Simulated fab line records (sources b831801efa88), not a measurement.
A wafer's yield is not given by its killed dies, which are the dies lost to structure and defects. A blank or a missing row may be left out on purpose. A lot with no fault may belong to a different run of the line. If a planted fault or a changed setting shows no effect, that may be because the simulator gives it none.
Commonality check across tools	flow gf180mcu	42 wafers sampled across 14 lots

## WHAT PROMPTED THE OPENING
2 of 14 lots carry a flag on the reading MVSD_OVL at GF_MVSD_OVL_MEAS_07. Wafers without a fault read -0.3 nm, standard deviation 1.5.
Rule: a lot is flagged in two cases, either no wafer of it has a number, or all its wafers with numbers fall more than 4 standard deviations from that mean. The rest of the lots are taken to be sound.

lot	measured	on	MVSD_OVL (nm), wafer by wafer	flag
L891	day 4 09:25	overlay-02	-1.1 -3.2 -0.9	
L892	day 4 19:01	overlay-02	0.9 0.7 -0.2	
L894	day 5 02:37	overlay-02	0.4 2.2 1.0	
L898	day 6 05:01	overlay-02	0.3 -0.7 -0.8	
L901	day 6 20:10	overlay-02	186.0 184.6 185.2	FLAGGED
L902	day 7 00:52	overlay-02	183.6 185.0 183.4	FLAGGED
L904	day 7 15:07	overlay-02	-0.8 -3.9 -4.2	
L905	day 7 17:43	overlay-02	-0.9 0.7 -0.4	
L906	day 8 00:46	overlay-01	2.7 2.0 0.1	
L907	day 8 06:46	overlay-02	2.7 1.0 1.6	
L909	day 8 16:10	overlay-01	-0.1 -0.4 1.9	
L910	day 8 23:07	overlay-01	-0.6 0.2 1.2	
L912	day 9 08:46	overlay-02	-1.8 -0.3 0.1	
L914	day 10 04:13	overlay-01	0.4 0.9 0.6	
The numbers of the flagged lots are 184.6 nm on average: +184.9 nm against the usual, or +99 or more standard deviations.

## WHICH TOOL EACH LOT WENT THROUGH
The record holds 2 process steps before the reading, out of a route of 602 steps. Every cell lists first the tool, next ch and the chambers used by the sampled wafers, and last the start.
lot	flag	GF_DNWELL_STRIP_08	GF_MVSD_EXPOSE_04
L891		plasma_asher-01 ch 0,1, day 2 18:55	iline_stepper-02 ch 0, day 4 03:02
L892		plasma_asher-02 ch 0,1, day 3 03:04	iline_stepper-02 ch 0, day 4 12:04
L894		plasma_asher-01 ch 0,1, day 3 10:55	iline_stepper-02 ch 0, day 4 20:20
L898		plasma_asher-01 ch 0,1, day 4 09:28	iline_stepper-02 ch 0, day 5 21:38
L901	FLAGGED	plasma_asher-01 ch 0,1, day 5 00:04	iline_stepper-01 ch 0, day 6 12:55
L902	FLAGGED	plasma_asher-01 ch 0,1, day 5 03:43	iline_stepper-01 ch 0, day 6 17:40
L904		plasma_asher-02 ch 0,1, day 5 17:25	iline_stepper-02 ch 0, day 7 07:49
L905		plasma_asher-04 ch 0,1, day 5 20:55	iline_stepper-02 ch 0, day 7 10:31
L906		plasma_asher-04 ch 0,1, day 6 02:59	iline_stepper-02 ch 0, day 7 17:24
L907		plasma_asher-02 ch 0,1, day 6 07:57	iline_stepper-02 ch 0, day 7 22:48
L909		plasma_asher-02 ch 0,1, day 6 17:43	iline_stepper-02 ch 0, day 8 08:41
L910		plasma_asher-04 ch 0,1, day 7 00:31	iline_stepper-02 ch 0, day 8 15:08
L912		plasma_asher-02 ch 0,1, day 7 08:58	iline_stepper-02 ch 0, day 9 00:38
L914		plasma_asher-02 ch 0,1, day 8 02:01	iline_stepper-02 ch 0, day 9 19:51
What the steps here do:
- GF_DNWELL_STRIP_08: strips in O2/N2.
- GF_MVSD_EXPOSE_04: exposes mask MVSD, target cd 1000 nm.
- GF_MVSD_OVL_MEAS_07

## FLAGGED OVER TOTAL, TOOL BY TOOL (the gauges that took the reading come last)
step	tool	lots run	flagged	share of the flagged lots	sound lots run after its first flagged lot
GF_DNWELL_STRIP_08	plasma_asher-01	5	2	all	0
GF_DNWELL_STRIP_08	plasma_asher-02	6	0	none	-
GF_DNWELL_STRIP_08	plasma_asher-04	3	0	none	-
GF_MVSD_EXPOSE_04	iline_stepper-01	2	2	all	0
GF_MVSD_EXPOSE_04	iline_stepper-02	12	0	none	-
GF_MVSD_OVL_MEAS_07	overlay-01	4	0	none	-
GF_MVSD_OVL_MEAS_07	overlay-02	10	2	all	4 (L904,L905,L907,L912)

## WHAT THE TABLE PERMITS
All flagged lots were run by 3 table rows, namely plasma_asher-01 at GF_DNWELL_STRIP_08, iline_stepper-01 at GF_MVSD_EXPOSE_04, overlay-02 at GF_MVSD_OVL_MEAS_07.
- plasma_asher-01 at GF_DNWELL_STRIP_08: 2 of its 5 lots flagged. Its last sound lot is L898 (day 4 09:28), its first flagged lot L901 (day 5 00:04): a fault that began between those two fits.
- iline_stepper-01 at GF_MVSD_EXPOSE_04: 2 of its 2 lots flagged. Because this sample shows no sound lot run on it before its first flagged lot, the start cannot be pinned down more closely.
- overlay-02 at GF_MVSD_OVL_MEAS_07: 2 of its 10 lots flagged. Sound lots followed the first flagged one (L904, L905, L907, L912) on it, something a lasting fault affecting the whole tool could not allow.
A lot count leaves these 2 tools indistinguishable: every one of them fits a fault beginning at some hour. More lots, or a look at what each step does to the wafer, might.

## WHAT WAS PUT IN BY THE SIMULATOR
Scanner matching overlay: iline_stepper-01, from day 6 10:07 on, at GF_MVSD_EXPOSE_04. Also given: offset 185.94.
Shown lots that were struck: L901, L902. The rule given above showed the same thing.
